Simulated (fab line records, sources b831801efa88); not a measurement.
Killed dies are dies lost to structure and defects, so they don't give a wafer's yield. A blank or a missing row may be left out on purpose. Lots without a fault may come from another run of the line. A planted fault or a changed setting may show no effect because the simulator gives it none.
Which tool did it? | flow sky130 | 14 lots, 42 wafers sampled, at 5 steps of a route of 708

WHAT THE GAUGES READ, wafer by wafer
SKY_LOCAL_INTERCONNECT_OVL_MEAS_12. Usual: LOCAL_INTERCONNECT_OVL 0 nm, standard deviation 5.
lot  | measured     | on         | LOCAL_INTERCONNECT_OVL (nm) | flag
L214 | day 30 10:46 | overlay-01 | -1 -4 -4                    |
L216 | day 31 06:08 | overlay-02 | -1 5 4                      |
L219 | day 32 15:41 | overlay-01 | 1 2 4                       |
L220 | day 32 15:48 | overlay-02 | 4 3 2                       |
L221 | day 32 16:41 | overlay-02 | 4 4 3                       |
L222 | day 34 01:52 | overlay-02 | 4 -2 0                      |
L223 | day 34 02:43 | overlay-01 | 1 0 1                       |
L229 | day 35 22:25 | overlay-01 | 6 5 7                       |
L232 | day 36 11:04 | overlay-01 | -9 -11 -8                   |
L233 | day 36 18:28 | overlay-01 | -6 -3 -9                    |
L234 | day 36 23:49 | overlay-01 | 0 -1 4                      |
L235 | day 37 11:30 | overlay-02 | 3 -3 -4                     |
L236 | day 37 17:08 | overlay-02 | 3 3 7                       |
L237 | day 37 17:54 | overlay-02 | -2 4 2                      |

SKY_CONTACT_THK_MEAS_01. Usual: CONTACT_CVD_00_THK 75.0 nm, standard deviation 1.2.
lot  | measured     | on            | CONTACT_CVD_00_THK (nm)       | flag
L214 | day 30 11:32 | film_metro-02 | 74.9 75.0 75.6                |
L216 | day 31 06:55 | film_metro-04 | 76.5 76.4 77.1                |
L219 | day 32 16:28 | film_metro-04 | 73.9 74.6 75.4                |
L220 | day 32 16:35 | film_metro-02 | 74.6 74.9 74.6                |
L221 | day 32 17:28 | film_metro-04 | 75.5 75.6 77.5                |
L222 | day 34 02:38 | film_metro-02 | 75.9 76.8 77.8                |
L223 | day 34 03:31 | film_metro-04 | 73.3 72.8 74.6                |
L229 | day 35 23:19 | film_metro-02 | 88.1 90.8 89.6 88.2 90.8 89.5 | OFF
L232 | day 36 11:55 | film_metro-02 | 89.7 90.8 91.1 89.7 90.9 91.1 | OFF
L233 | day 36 19:42 | film_metro-01 | 75.1 75.8 75.0                |
L234 | day 37 00:36 | film_metro-01 | 74.2 75.9 73.7                |
L235 | day 37 12:17 | film_metro-02 | 74.6 74.3 75.8                |
L236 | day 37 17:57 | film_metro-02 | 75.3 74.5 76.4                |
L237 | day 37 18:43 | film_metro-02 | 73.7 74.4 76.5                |

WHICH TOOL RAN EACH LOT (tool, then ch and the chambers of the sampled wafers, then the start)
lot  | SKY_LI_CONTACT_ETCH_15             | SKY_LI_CONTACT_SPUTTER_20    | SKY_CONTACT_CVD_00
L214 | rie_diel-03 ch 0,2, day 29 05:08   | pvd_sputter-04, day 29 05:35 | pecvd-02 ch 0,1,2, day 30 11:30
L216 | rie_diel-02 ch 0,2,3, day 30 01:08 | pvd_sputter-01, day 30 01:35 | pecvd-02 ch 0,1, day 31 06:53
L219 | rie_diel-03 ch 1,2,3, day 31 11:04 | pvd_sputter-03, day 31 11:31 | pecvd-03 ch 0,1, day 32 16:26
L220 | rie_diel-04 ch 0,2,3, day 31 11:11 | pvd_sputter-04, day 31 11:38 | pecvd-01 ch 0,1, day 32 16:32
L221 | rie_diel-02 ch 0,1,2, day 31 12:37 | pvd_sputter-01, day 31 13:05 | pecvd-02 ch 0,1,2, day 32 17:26
L222 | rie_diel-03 ch 0,1,3, day 32 21:07 | pvd_sputter-04, day 32 21:34 | pecvd-02 ch 1,2, day 34 02:36
L223 | rie_diel-02 ch 0,1,2, day 32 21:46 | pvd_sputter-03, day 32 22:14 | pecvd-01 ch 1,2, day 34 03:29
L229 | rie_diel-03 ch 0,3, day 34 18:23   | pvd_sputter-01, day 34 18:51 | pecvd-03 ch 0,2, day 35 23:15
L232 | rie_diel-03 ch 0,3, day 35 07:31   | pvd_sputter-04, day 35 07:58 | pecvd-03 ch 0,1, day 36 11:53
L233 | rie_diel-03 ch 2,3, day 35 13:43   | pvd_sputter-04, day 35 14:11 | pecvd-01 ch 0,1,2, day 36 19:39
L234 | rie_diel-02 ch 0,1,3, day 35 19:34 | pvd_sputter-03, day 35 20:01 | pecvd-01 ch 0,2, day 37 00:33
L235 | rie_diel-02 ch 1,2, day 36 07:11   | pvd_sputter-03, day 36 07:38 | pecvd-02 ch 0,1, day 37 12:15
L236 | rie_diel-03 ch 1,3, day 36 13:56   | pvd_sputter-01, day 36 14:23 | pecvd-01 ch 0,1, day 37 17:55
L237 | rie_diel-03 ch 1,2, day 36 14:46   | pvd_sputter-04, day 36 15:13 | pecvd-02 ch 0,1,2, day 37 18:41
- SKY_LI_CONTACT_ETCH_15: etches PSG in C4F8/O2/Ar, stops on Si, target depth 600 nm.
- SKY_LI_CONTACT_SPUTTER_20: material TiN, target thk 20 nm, time 80 s.
- SKY_CONTACT_CVD_00: deposits Si3N4, target thk 75 nm.

WHAT THE TOOLS THEMSELVES READ (means of the sampled wafers that have a number; where no wafer has one, the mark that the record gives instead)
SKY_LI_CONTACT_ETCH_15. Usual: oes_product_au 0.838 a.u., standard deviation 0.0046.
lot  | tool        | oes_product_au (a.u.) | flag
L214 | rie_diel-03 | 0.840                 |
L216 | rie_diel-02 | 0.838                 |
L219 | rie_diel-03 | 0.837                 |
L220 | rie_diel-04 | 0.839                 |
L221 | rie_diel-02 | 0.838                 |
L222 | rie_diel-03 | 0.839                 |
L223 | rie_diel-02 | 0.837                 |
L229 | rie_diel-03 | 0.840                 |
L232 | rie_diel-03 | 0.838                 |
L233 | rie_diel-03 | 0.838                 |
L234 | rie_diel-02 | 0.835                 |
L235 | rie_diel-02 | 0.836                 |
L236 | rie_diel-03 | 0.840                 |
L237 | rie_diel-03 | 0.840                 |

SKY_LI_CONTACT_SPUTTER_20. Usual: throttle_valve_pct 29.6 %, standard deviation 0.72.
lot  | tool           | throttle_valve_pct (%) | flag
L214 | pvd_sputter-04 | 29.2                   |
L216 | pvd_sputter-01 | 30.2                   |
L219 | pvd_sputter-03 | 30.0                   |
L220 | pvd_sputter-04 | 29.1                   |
L221 | pvd_sputter-01 | 30.1                   |
L222 | pvd_sputter-04 | 29.3                   |
L223 | pvd_sputter-03 | 30.7                   |
L229 | pvd_sputter-01 | 30.6                   |
L232 | pvd_sputter-04 | 29.3                   |
L233 | pvd_sputter-04 | 29.1                   |
L234 | pvd_sputter-03 | 30.1                   |
L235 | pvd_sputter-03 | 30.4                   |
L236 | pvd_sputter-01 | 29.4                   |
L237 | pvd_sputter-04 | 29.2                   |

SKY_CONTACT_CVD_00. Usual: heater_power_w 694 W, standard deviation 140.
lot  | tool     | heater_power_w (W) | flag
L214 | pecvd-02 | 725                |
L216 | pecvd-02 | 830                |
L219 | pecvd-03 | 721                |
L220 | pecvd-01 | 682                |
L221 | pecvd-02 | 673                |
L222 | pecvd-02 | 766                |
L223 | pecvd-01 | 633                |
L229 | pecvd-03 | 837                |
L232 | pecvd-03 | 668                |
L233 | pecvd-01 | 594                |
L234 | pecvd-01 | 644                |
L235 | pecvd-02 | 654                |
L236 | pecvd-01 | 674                |
L237 | pecvd-02 | 676                |

THE ANSWER, worked out from the rows above alone
Rule: a lot is off if the mean of its wafers that have a number lies more than 3 standard deviations from the usual mean. A lot without any number at a reading at which 4 lots or more have one is off too. The other lots that the step has rows for count as sound. The gauges are gone through in route order, then the tools' own readings, and for those a lot's mean is taken as printed above. The first step at which some lot is off is used, and at that step the reading that is off furthest; a lot without a number counts as furthest.
Off: L229, L232, at SKY_CONTACT_THK_MEAS_01 (CONTACT_CVD_00_THK).
A tool fits if, at a process step before that reading, it ran every lot that is off, and no sound lot after the first of them. The gauges at SKY_CONTACT_THK_MEAS_01 are tried like those tools. One fits: pecvd-03 at SKY_CONTACT_CVD_00. Its last sound lot is L219 (day 32 16:26), its first lot that is off L229 (day 35 23:15): a fault that began between those two fits.

WHAT THE SIMULATOR HAD PUT IN
Process parameter drift: pecvd-03, from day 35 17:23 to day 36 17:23, at SKY_CONTACT_CVD_00. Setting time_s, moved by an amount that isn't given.
Lots struck among those shown: L229, L232. The rule above found the same.
